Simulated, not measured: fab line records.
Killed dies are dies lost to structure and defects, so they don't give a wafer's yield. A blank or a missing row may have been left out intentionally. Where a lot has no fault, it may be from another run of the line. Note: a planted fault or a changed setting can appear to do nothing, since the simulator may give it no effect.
Which tool is to blame? + flow sky130 + 11 lots, 33 wafers sampled, at 5 steps of a route of 708

== WHAT THE GAUGES READ, wafer by wafer ==
SKY_VIA3_THK_MEAS_01.
| lot  | measured     | on            | VIA3_HDPCVD_THK (nm) |
|------|--------------|---------------|----------------------|
| L306 | day 39 20:55 | film-metro-02 | 1612 1585 1589       |
| L309 | day 40 15:02 | film-metro-04 | 1573 1590 1557       |
| L310 | day 40 22:21 | film-metro-04 | 1574 1557 1601       |
| L312 | day 41 13:46 | film-metro-02 | 1575 1575 1588       |
| L313 | day 41 20:49 | film-metro-02 | 1571 1565 1571       |
| L314 | day 42 07:49 | film-metro-02 | 1592 1622 1597       |
| L315 | day 42 11:17 | film-metro-03 | 1549 1572 1541       |
| L322 | day 44 09:50 | film-metro-03 | 1577 1578 1568       |
| L323 | day 44 14:39 | film-metro-04 | 1559 1622 1578       |
| L324 | day 44 23:43 | film-metro-02 | 1613 1589 1573       |
| L325 | day 45 02:13 | film-metro-04 | 1630 1617 1608       |

== TOOL THAT RAN EACH LOT (tool first, then ch and the chambers of the sampled wafers, then the start) ==
| lot  | SKY_METAL3_SPUTTER_00        | SKY_METAL3_SPUTTER_04        | SKY_CAPM_SPUTTER_02          | SKY_METAL3_METAL_ETCH_18          |
|------|------------------------------|------------------------------|------------------------------|-----------------------------------|
| L306 | pvd-sputter-02, day 37 17:32 | pvd-sputter-02, day 37 17:38 | pvd-sputter-04, day 37 17:46 | rie-metal-02 ch 0,1, day 39 19:53 |
| L309 | pvd-sputter-02, day 38 11:43 | pvd-sputter-02, day 38 11:50 | pvd-sputter-01, day 38 11:58 | rie-metal-03 ch 0,1, day 40 14:01 |
| L310 | pvd-sputter-04, day 38 19:32 | pvd-sputter-04, day 38 19:38 | pvd-sputter-02, day 38 19:46 | rie-metal-03 ch 0,1, day 40 21:23 |
| L312 | pvd-sputter-04, day 39 11:09 | pvd-sputter-04, day 39 11:16 | pvd-sputter-01, day 39 11:23 | rie-metal-03 ch 0, day 41 12:37   |
| L313 | pvd-sputter-04, day 39 18:05 | pvd-sputter-04, day 39 18:11 | pvd-sputter-02, day 39 18:20 | rie-metal-01 ch 0,1, day 41 19:52 |
| L314 | pvd-sputter-04, day 40 05:58 | pvd-sputter-04, day 40 06:04 | pvd-sputter-01, day 40 06:12 | rie-metal-03 ch 0,1, day 42 06:50 |
| L315 | pvd-sputter-04, day 40 09:35 | pvd-sputter-04, day 40 09:41 | pvd-sputter-01, day 40 09:49 | rie-metal-02 ch 0,1, day 42 10:22 |
| L322 | pvd-sputter-02, day 42 10:13 | pvd-sputter-02, day 42 10:19 | pvd-sputter-01, day 42 10:27 | rie-metal-02 ch 0,1, day 44 08:49 |
| L323 | pvd-sputter-02, day 42 14:11 | pvd-sputter-02, day 42 14:17 | pvd-sputter-01, day 42 14:25 | rie-metal-01 ch 0,1, day 44 13:43 |
| L324 | pvd-sputter-03, day 43 00:49 | pvd-sputter-03, day 43 00:56 | pvd-sputter-01, day 43 01:04 | rie-metal-01 ch 0,1, day 44 22:31 |
| L325 | pvd-sputter-03, day 43 04:36 | pvd-sputter-03, day 43 04:43 | pvd-sputter-01, day 43 04:51 | rie-metal-02 ch 0,1, day 45 01:13 |
- SKY_METAL3_SPUTTER_00: material Ti, target thk 15 nm, time 10 s.
- SKY_METAL3_SPUTTER_04: material TiN, target thk 70 nm, time 58.3 s.
- SKY_CAPM_SPUTTER_02: material TiN, target thk 200 nm, time 166.7 s.
- SKY_METAL3_METAL_ETCH_18: etches the open film in Cl2/BCl3, stops on SiO2, target depth 845 nm, time 183.1 s.

== THE ANSWER, worked out from the rows above alone ==
Rule: what is usual is taken from the lots themselves. Put in order of their means at a reading, lots are off if they are a third of the lots or fewer, leave a main group of 4 or more, and stand apart from it by a gap of 3 or more times the standard deviation of the main group's means; of several such gaps the widest counts. A main group is skipped when, at the precision printed for the reading in the tables above, its means are all equal. A lot without any number at a reading at which 4 lots or more have one is off too. Where the step has rows for the other lots, those lots are counted as sound.
Nothing can be told from this: no lot is off at any reading shown.

== WHAT WAS PUT IN BY THE SIMULATOR ==
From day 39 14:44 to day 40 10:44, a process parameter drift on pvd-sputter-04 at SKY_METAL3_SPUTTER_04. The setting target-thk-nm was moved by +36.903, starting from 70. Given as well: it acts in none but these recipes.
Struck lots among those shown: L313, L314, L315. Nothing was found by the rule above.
